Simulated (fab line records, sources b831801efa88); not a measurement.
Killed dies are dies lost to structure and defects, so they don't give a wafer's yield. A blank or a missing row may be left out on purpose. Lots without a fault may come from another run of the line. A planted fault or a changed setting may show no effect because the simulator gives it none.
Which tool did it? | flow gf180mcu | 6 lots, 17 wafers sampled, at 3 steps of a route of 602

WHAT THE GAUGES READ, wafer by wafer
GF_V2_THK_MEAS_03.
lot  | measured     | on            | V2_CVD_02_THK (nm)
L804 | day 19 09:01 | film_metro-03 | 831 856 873
L807 | day 20 20:19 | film_metro-01 | 845 842 864
L815 | day 23 19:35 | film_metro-02 | 776 791 775 791
L822 | day 25 20:28 | film_metro-01 | 849 846 843
L824 | day 26 12:38 | film_metro-02 | 834 857 861
L826 | day 26 22:44 | film_metro-02 | 853 857 860

WHICH TOOL RAN EACH LOT (tool, then ch and the chambers of the sampled wafers, then the start)
lot  | GF_V1_CMP_04                  | GF_V2_CVD_02
L804 | cmp-01 ch 1,3, day 17 06:37   | pecvd-01 ch 0,1, day 19 08:56
L807 | cmp-02 ch 0,2,3, day 18 16:35 | pecvd-02 ch 0,1,2, day 20 20:14
L815 | cmp-01 ch 0,1, day 21 19:07   | pecvd-04 ch 0,1, day 23 19:31
L822 | cmp-02 ch 0,1,2, day 23 22:30 | pecvd-01 ch 0,1,2, day 25 20:23
L824 | cmp-02 ch 1,2, day 24 14:49   | pecvd-01 ch 0,1,2, day 26 12:34
L826 | cmp-01 ch 1,2, day 25 01:17   | pecvd-04 ch 0,2, day 26 22:40
- GF_V1_CMP_04: polishes SiO2.
- GF_V2_CVD_02: deposits SiO2 from TEOS, target thk 850 nm, time 94.851 s.

THE ANSWER, worked out from the rows above alone
Rule: what is usual is taken from the lots themselves. Put in order of their means at a reading, lots are off if they are a third of the lots or fewer, leave a main group of 4 or more, and stand apart from it by a gap of 3 or more times the standard deviation of the main group's means; of several such gaps the widest counts. A main group whose means are all the same, to the digits that the tables above print for the reading, isn't used. A lot without any number at a reading at which 4 lots or more have one is off too. The other lots that the step has rows for count as sound.
Off: L815, at GF_V2_THK_MEAS_03 (V2_CVD_02_THK). The main group: mean 851 nm, standard deviation 3.5.
A tool fits if, at a process step before that reading, it ran every lot that is off, and no sound lot after the first of them. The gauges at GF_V2_THK_MEAS_03 are tried like those tools. None of those tried fits.

WHAT THE SIMULATOR HAD PUT IN
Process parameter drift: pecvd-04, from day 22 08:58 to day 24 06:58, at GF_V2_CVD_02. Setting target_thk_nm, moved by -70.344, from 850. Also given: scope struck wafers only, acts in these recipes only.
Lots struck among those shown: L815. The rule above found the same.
